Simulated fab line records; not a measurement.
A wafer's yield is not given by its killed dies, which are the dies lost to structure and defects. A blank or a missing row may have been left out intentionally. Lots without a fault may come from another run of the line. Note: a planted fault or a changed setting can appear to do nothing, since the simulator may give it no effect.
Split-lot trial	flow sky130	on a route of 708 steps: 5 lots, 23 wafers read

## THE SPLIT ITSELF
At SKY_VIA3_HDPCVD_00 (deposits SiO2, target thk 1635 nm, time 272.5 s), the setting time_s was moved away from the recipe's 272.5 s on 5 of the 23 wafers read, by -12.4% to +5.9%. For the rest of the wafers, this setting stayed at what the recipe calls for.

There is no step in the file separating the split from the reading.

## THE READING
VIA3_HDPCVD_THK in nanometres, read at SKY_VIA3_THK_MEAS_01. Fault-free wafers of this fab line usually give 1629 nm, standard deviation 19 nm.

wafer	tool, chamber at the split	time_s as run, s	against the recipe	VIA3_HDPCVD_THK, nm	against lot-mates on the recipe
L079.1	hdpcvd-02, 1,2,2	272.5	recipe	1623	-
L079.2	hdpcvd-02, 1,2,2	272.5	recipe	1652	-
L079.3	hdpcvd-02, 0	272.5	recipe	1612	-
L079.4	hdpcvd-02, 0	272.5	recipe	1655	-
L079.6	hdpcvd-02, 1,2,2	272.5	recipe	1677	-
L080.1	hdpcvd-02, 0	272.5	recipe	1645	-
L080.2	hdpcvd-02, 1	288.6	+5.9%	1728	+101
L080.4	hdpcvd-02, 1	272.5	recipe	1622	-
L080.5	hdpcvd-02, 1	272.5	recipe	1614	-
L080.6	hdpcvd-02, 0	288.6	+5.9%	1717	+90
L081.1	hdpcvd-01, 2	272.5	recipe	1639	-
L081.2	hdpcvd-01, 0	272.5	recipe	1657	-
L081.3	hdpcvd-01, 1	272.5	recipe	1616	-
L084.2	hdpcvd-02, 0	272.5	recipe	1610	-
L084.3	hdpcvd-02, 1	272.5	recipe	1628	-
L084.4	hdpcvd-02, 2,1	272.5	recipe	1643	-
L084.5	hdpcvd-02, 2,1	272.5	recipe	1624	-
L084.6	hdpcvd-02, 0	272.5	recipe	1620	-
L085.1	hdpcvd-01, 1	238.6	-12.4%	1392	-232
L085.2	hdpcvd-01, 2	272.5	recipe	1621	-
L085.3	hdpcvd-01, 0	238.6	-12.4%	1450	-174
L085.5	hdpcvd-01, 2	238.6	-12.4%	1445	-178
L085.6	hdpcvd-01, 0	272.5	recipe	1626	-
If several chambers appear in one row, that row covers several wafers at once and the file leaves open which wafer was in which chamber.

THE FIT
A straight line over all 23 wafers: VIA3_HDPCVD_THK changes by +16.2 nm for each +1% of time_s; r = +0.97; the points scatter about the line by 20 nm.
The same after taking each lot's own level away (the mean of its wafers on the recipe; 23 wafers): +15.7 nm for each +1%; r = +0.97; scatter 18 nm.
According to that fit, moving time_s by its largest amount changes the reading by 2e+02 nm.
The span of the lots' own levels, 1623.5 to 1643.8 nm, comes to 1.1 times the standard deviation stated above.
Hence the lot-to-lot level has little effect on the slope; both slopes agree.
Check: with one of the wafers moved furthest among these (-12.4%) left out of the fit, the line predicts -180 nm for it against its lot-mates. It came out at -232 nm against them.

## ADDITIONAL SPLITS CARRIED BY THESE WAFERS
These wafers also went through other splits before the reading. Each is held against what the fit with the lots' levels taken away leaves over:
other split on the same wafers	wafers away from the commonest value	r with VIA3_HDPCVD_THK (lot level and that fit taken away)
SKY_CAPM_SPUTTER_02 power_w	5	+0.00
SKY_CAPM_METAL_ETCH_13 time_s	9	+0.00
SKY_METAL3_EXPOSE_10 dose_mj	8	-0.28

## THE WHOLE CHAIN: every reading that the file lists as answering this split, in the file's order
step	what it does	reading	change (the file's fit)	r (the file's)
SKY_VIA3_HDPCVD_00	deposits SiO2, target thk 1635 nm, time 272.5 s	SiO2_of_VIA3_HDPCVD_00.thk_nm (the simulator's own value, which no gauge read)	+15.7 nm for each +1% of the setting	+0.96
SKY_VIA3_THK_MEAS_01		VIA3_HDPCVD_THK	+15.7 for each +1% of the setting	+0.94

## FILE'S OWN FIT
VIA3_HDPCVD_THK changes by +15.7 nm for each +1% of time_s, r = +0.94.
